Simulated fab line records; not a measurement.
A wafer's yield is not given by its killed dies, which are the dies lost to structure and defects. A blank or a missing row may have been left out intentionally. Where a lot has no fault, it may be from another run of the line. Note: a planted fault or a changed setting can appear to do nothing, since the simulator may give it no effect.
Comparing a struck lot with a sound one    flow sky130    14 steps out of a route of 708
Sound: these wafers, L994.1, L994.3, L994.6. Struck: wafers L109.1, L109.3, L109.4. The cause is given at the end.
Each step with rows lists, per side, the tool, then ch with its chambers, then its first start. Under that, the readings that differ: sound wafers    struck wafers    difference of the means    sigmas: that difference in standard deviations of wafers without a fault.
alike: readings with means less than 2 such deviations apart, plus words and numbers identical on both sides. not compared: withheld readings, readings lacking a value on some wafer, bounds such as >300 that could conceal the same value, and numbers that have no deviation in the record and whose values overlap.
The two part at a step that has a row with sigmas, a row that says differs or no value, or rows on one side only. When numbers do not overlap yet have no deviation, they are printed without sigmas and do not part them. A reading missing from all wafers of one side parts the sides only when that side holds two or more wafers.

first, 3 steps without rows for these wafers: SKY_VT_ADJUST_NCORE_EXPOSE_04 (exposes mask LVTN COMPLEMENT THIN, target cd 380 nm); SKY_VT_ADJUST_NCORE_PEB_05; SKY_VT_ADJUST_NCORE_DEVELOP_06 (develop time 60 s).
SKY_VT_ADJUST_NCORE_CD_MEAS_07 targets a cd of 380 nm.
  sound: cd sem-01 at day 8 21:41; struck: cd sem-02 at day 13 07:05
reading     sound              struck             difference  sigmas
cd nm (nm)  384.6 386.6 382.5  378.4 378.3 379.5  -5.8        -3
SKY_VT_ADJUST_NCORE_OVL_MEAS_08:
  sound: overlay-01 at day 8 21:48; struck: overlay-02 at day 13 07:13
  alike: VT_ADJUST_NCORE_OVL
after that, 1 step had no rows for these wafers: SKY_VT_ADJUST_NCORE_IMPLANT_09.
SKY_VT_ADJUST_NCORE_STRIP_10: strips in O2/N2.
  sound on plasma asher-01 ch 0,1, day 8 21:59; struck on plasma asher-01 ch 0,1, day 13 07:24
reading                       sound              struck             difference  sigmas
strip time to endpoint s (s)  14.13 14.07 14.12  14.28 14.24 14.26  +0.15       +3
  alike: drypump motor current A, oes product au
  not compared: rf hours counter h
SKY_VT_ADJUST_NCORE_TW_MEAS_11:
  sound: film metro-03 at day 8 22:05; struck: film metro-03 at day 13 07:30
  alike: VT_ADJUST_NCORE_TW
then, 4 steps without rows for these wafers: SKY_VT_ADJUST_HVTR_DEHYDRATE_00 (time 60 s); SKY_VT_ADJUST_HVTR_HMDS_01 (prime time 60 s); SKY_VT_ADJUST_HVTR_COAT_02 (resist thk 1140 nm); SKY_VT_ADJUST_HVTR_SOFTBAKE_03 (time 60 s).
SKY_VT_ADJUST_HVTR_EXPOSE_04: exposes mask HVTRM, target cd 380 nm.
  sound on iline stepper-01 ch 0, day 9 09:01; struck on iline stepper-01, day 13 20:08
  no value came back on the struck wafers for exposure dose mJ cm2, focus offset nm (nm); on the sound wafers exposure dose mJ cm2 reads 149.90 149.78 149.67
  alike: mask
after that, 1 step had no rows for these wafers: SKY_VT_ADJUST_HVTR_PEB_05.

== WHERE THEY PART ==
At SKY_VT_ADJUST_NCORE_CD_MEAS_07 first; at SKY_VT_ADJUST_HVTR_EXPOSE_04 last (within this record only).

WHY: the cause the simulator had injected
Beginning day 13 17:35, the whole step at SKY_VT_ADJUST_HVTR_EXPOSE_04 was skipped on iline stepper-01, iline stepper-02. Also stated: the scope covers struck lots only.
